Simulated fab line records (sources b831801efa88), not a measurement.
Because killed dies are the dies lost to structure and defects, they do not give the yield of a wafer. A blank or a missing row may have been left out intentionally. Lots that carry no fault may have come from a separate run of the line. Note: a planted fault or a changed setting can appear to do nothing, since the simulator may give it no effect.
Chamber matching :: flow sky130 :: cmp-02 running SKY_VIA4_CMP_21: 4 sister chambers
The step polishes, stops on SiO2, t overpolish 25 s, target thk 0 nm. 22 wafers are shown with their chamber, then 11 later ones without.

== WAFERS, EACH WITH ITS CHAMBER ==
wafer: L074.1
chamber: 1
motorCurrentA (A): 9.8
timeToEndpointS (s): 122
overpolishRunS (s): 24.998

wafer: L074.4
chamber: 0
motorCurrentA (A): 11.7
timeToEndpointS (s): 119
overpolishRunS (s): 24.998

wafer: L074.6
chamber: 0
motorCurrentA (A): 11.0
timeToEndpointS (s): 124
overpolishRunS (s): 24.980

wafer: L075.2
chamber: 1
motorCurrentA (A): 9.8
timeToEndpointS (s): 120
overpolishRunS (s): 24.986

wafer: L075.3
chamber: 2
motorCurrentA (A): 13.0
timeToEndpointS (s): 122
overpolishRunS (s): 25.006

wafer: L075.4
chamber: 0
motorCurrentA (A): 11.2
timeToEndpointS (s): 120
overpolishRunS (s): 24.984

wafer: L076.2
chamber: 0
motorCurrentA (A): 11.6
timeToEndpointS (s): 115
overpolishRunS (s): 25.000

wafer: L076.3
chamber: 1
motorCurrentA (A): 10.2
timeToEndpointS (s): 118
overpolishRunS (s): 25.005

wafer: L076.6
chamber: 3
motorCurrentA (A): 11.3
timeToEndpointS (s): 121
overpolishRunS (s): 25.006

wafer: L078.2
chamber: 0
motorCurrentA (A): 11.0
timeToEndpointS (s): 121
overpolishRunS (s): 25.001

wafer: L078.3
chamber: 2
motorCurrentA (A): 12.2
timeToEndpointS (s): 117
overpolishRunS (s): 24.996

wafer: L078.6
chamber: 1
motorCurrentA (A): 9.8
timeToEndpointS (s): 123
overpolishRunS (s): 24.999

wafer: L079.1
chamber: 3
motorCurrentA (A): 11.5
timeToEndpointS (s): 124
overpolishRunS (s): 24.994

wafer: L079.5
chamber: 1
motorCurrentA (A): 9.9
timeToEndpointS (s): 124
overpolishRunS (s): 25.001

wafer: L079.6
chamber: 2
motorCurrentA (A): 12.5
timeToEndpointS (s): 121
overpolishRunS (s): 25.002

wafer: L080.1
chamber: 1
motorCurrentA (A): 9.7
timeToEndpointS (s): 126
overpolishRunS (s): 25.003

wafer: L080.3
chamber: 2
motorCurrentA (A): 12.6
timeToEndpointS (s): 122
overpolishRunS (s): 24.988

wafer: L080.4
chamber: 3
motorCurrentA (A): 11.2
timeToEndpointS (s): 125
overpolishRunS (s): 24.977

wafer: L085.1
chamber: 1
motorCurrentA (A): 9.4
timeToEndpointS (s): 120
overpolishRunS (s): 24.981

wafer: L085.4
chamber: 3
motorCurrentA (A): 11.5
timeToEndpointS (s): 121
overpolishRunS (s): 24.996

wafer: L085.6
chamber: 1
motorCurrentA (A): 9.9
timeToEndpointS (s): 118
overpolishRunS (s): 25.006

wafer: L087.2
chamber: 2
motorCurrentA (A): 12.2
timeToEndpointS (s): 122
overpolishRunS (s): 25.005

SIGNATURES, as means of the wafers listed above
reading: motorCurrentA
chamber 0: 11.300
chamber 1: 9.812
chamber 2: 12.500
chamber 3: 11.375
scatter within a chamber: 0.268

reading: timeToEndpointS
chamber 0: 119.80
chamber 1: 121.38
chamber 2: 120.80
chamber 3: 122.75
scatter within a chamber: 2.71

reading: overpolishRunS
chamber 0: 24.99260
chamber 1: 24.99738
chamber 2: 24.99940
chamber 3: 24.99325
scatter within a chamber: 0.0095
Rule: distance of a wafer from a chamber = root of the sum over the readings of ((wafer's reading minus chamber's mean) / reading's scatter) squared. If the next closest chamber is less than 2 further off than the closest, the wafer can't be placed; otherwise it belongs to the closest. How the scatter is found: for the shown wafers, subtract from each reading the mean of its chamber, square and add these, divide the total by (wafers less chambers), then take the root.

== WAFERS WITHOUT THEIR CHAMBER ==
wafer: L087.3
motorCurrentA (A): 12.0
timeToEndpointS (s): 121
overpolishRunS (s): 24.983

wafer: L087.6
motorCurrentA (A): 9.9
timeToEndpointS (s): 122
overpolishRunS (s): 24.992

wafer: L090.1
motorCurrentA (A): 12.1
timeToEndpointS (s): 124
overpolishRunS (s): 25.013

wafer: L090.3
motorCurrentA (A): 12.0
timeToEndpointS (s): 120
overpolishRunS (s): 24.994

wafer: L090.6
motorCurrentA (A): 12.5
timeToEndpointS (s): 123
overpolishRunS (s): 25.010

wafer: L092.2
motorCurrentA (A): 10.1
timeToEndpointS (s): 120
overpolishRunS (s): 25.012

wafer: L092.3
motorCurrentA (A): 11.6
timeToEndpointS (s): 122
overpolishRunS (s): 25.007

wafer: L092.5
motorCurrentA (A): 10.4
timeToEndpointS (s): 121
overpolishRunS (s): 25.003

wafer: L096.1
motorCurrentA (A): 11.6
timeToEndpointS (s): 119
overpolishRunS (s): 24.996

wafer: L096.5
motorCurrentA (A): 12.6
timeToEndpointS (s): 121
overpolishRunS (s): 24.997

wafer: L096.6
motorCurrentA (A): 11.2
timeToEndpointS (s): 116
overpolishRunS (s): 25.001

== THE CHAMBER EACH PASSED THROUGH ==
wafer: L087.3
from the rows above: can't be placed: 2 or 3 or 0
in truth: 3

wafer: L087.6
from the rows above: 1
in truth: 1

wafer: L090.1
from the rows above: can't be placed: 2 or 3 or 0
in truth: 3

wafer: L090.3
from the rows above: can't be placed: 2 or 3 or 0
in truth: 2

wafer: L090.6
from the rows above: 2
in truth: 2

wafer: L092.2
from the rows above: 1
in truth: 1

wafer: L092.3
from the rows above: can't be placed: 3 or 0 or 2
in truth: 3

wafer: L092.5
from the rows above: can't be placed: 1 or 0 or 3
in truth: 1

wafer: L096.1
from the rows above: can't be placed: 0 or 3
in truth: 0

wafer: L096.5
from the rows above: 2
in truth: 2

wafer: L096.6
from the rows above: can't be placed: 0 or 3
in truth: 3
Correctly placed: 4 of 11. Cannot be placed on the basis of these rows: 7; the candidates contain the true chamber in 7. Number placed wrongly: 0.
